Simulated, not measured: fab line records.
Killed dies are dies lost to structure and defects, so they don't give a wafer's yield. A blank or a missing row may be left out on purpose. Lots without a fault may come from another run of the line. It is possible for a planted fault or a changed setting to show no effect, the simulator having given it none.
2 desks, one fault -- flow gf180mcu -- numbers are kept per desk, each desk with only its own; the story behind them comes last

== THE METROLOGY DESK ==
What the gauges read for every lot (on any tool): the sampled wafers with a number, averaged. A lot is out of limits, marked OUT, if its mean lies more than 4 standard deviations from the usual mean; the brackets give that distance.
Columns: A = cdNm at GF_POLY_GATE_CD_MEAS_18, usual 280.0 nm; B = NSD_OVL at GF_NSD_OVL_MEAS_08, usual -0.5 nm; C = PSD_TW at GF_PSD_TW_MEAS_11, usual 3188
lot,first seen here,A,B,C
L948,day 9 09:14,279.2,1.0,3232
L949,day 9 19:20,281.1,-0.7,3146
L950,day 10 00:18,280.1,-0.1,3204
L951,day 10 08:20,280.6,1.4,3212
L952,day 10 14:20,280.4,0.3,3210
L953,day 10 19:53,281.4,-1.2,3202
L955,day 11 09:19,281.1,-1.4,3139
L957,day 11 23:23,282.0,-0.0,3146
L960,day 12 20:16,278.9,-0.8,30 (-99 or more) OUT
L961,day 13 07:26,277.0,-0.0,30 (-99 or more) OUT
L968,day 15 08:46,279.6,-0.9,3203
L969,day 15 10:01,279.5,0.3,3195
L970,day 15 18:19,278.9,-0.2,3196
L971,day 16 10:13,280.5,-0.6,3193
This desk's finding: out of limits on L960, L961; first on L960, day 18 11:26 (PSD_TW at GF_PSD_TW_MEAS_11). Within limits: L948, L949, L950, L951, L952, L953, L955, L957, L968, L969, L970, L971.

== THE TOOL OWNER'S DESK: plasmaAsher-02 ==
The tool's own readings at GF_NSD_STRIP_11 (strips in O2/N2): means of the sampled wafers that have a number, for each lot that ran on this tool. A lot is out of limits, marked OUT, if its mean lies more than 4 standard deviations from the usual mean; the brackets give that distance.
Columns: A = chamberPressureMTorr at GF_NSD_STRIP_11, usual 1499.8 mTorr; B = drypumpMotorCurrentA at GF_NSD_STRIP_11, usual 5.9 A; C = heaterPowerW at GF_NSD_STRIP_11, usual 307 W; D = oesProductAu at GF_NSD_STRIP_11, usual 0.487 a.u.; E = stripTimeToEndpointS at GF_NSD_STRIP_11, usual 22.96 s
lot,first seen here,A,B,C,D,E
L948,day 13 11:40,1500.0,6.2,323,0.486,23.04
L952,day 14 21:17,1499.0,5.9,317,0.485,22.96
L955,day 15 19:38,1499.1,6.4,332,0.489,22.91
L969,day 20 10:31,1499.2,6.2,323,0.487,22.96
L970,day 20 18:58,1500.6,6.2,327,0.485,22.94
This desk found nothing out of limits on any of the 5 lots.

== BROUGHT TOGETHER ==
At day 18 11:26 the metrology desk could have sounded an alarm, on L960, L961.
Nothing out of limits was seen by the tool owner's desk.
The tool owner's desk has no number on record for L960, L961.
Of the lots named, all ran GF_NSD_STRIP_11 on plasmaAsher-02.

== WHAT THE SIMULATOR HAD PUT IN ==
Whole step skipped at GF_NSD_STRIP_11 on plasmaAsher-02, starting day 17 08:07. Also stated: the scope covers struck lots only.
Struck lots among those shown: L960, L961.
Time in hours between the start of the fault and the first out-of-limits reading at each desk: metrology desk, 27.
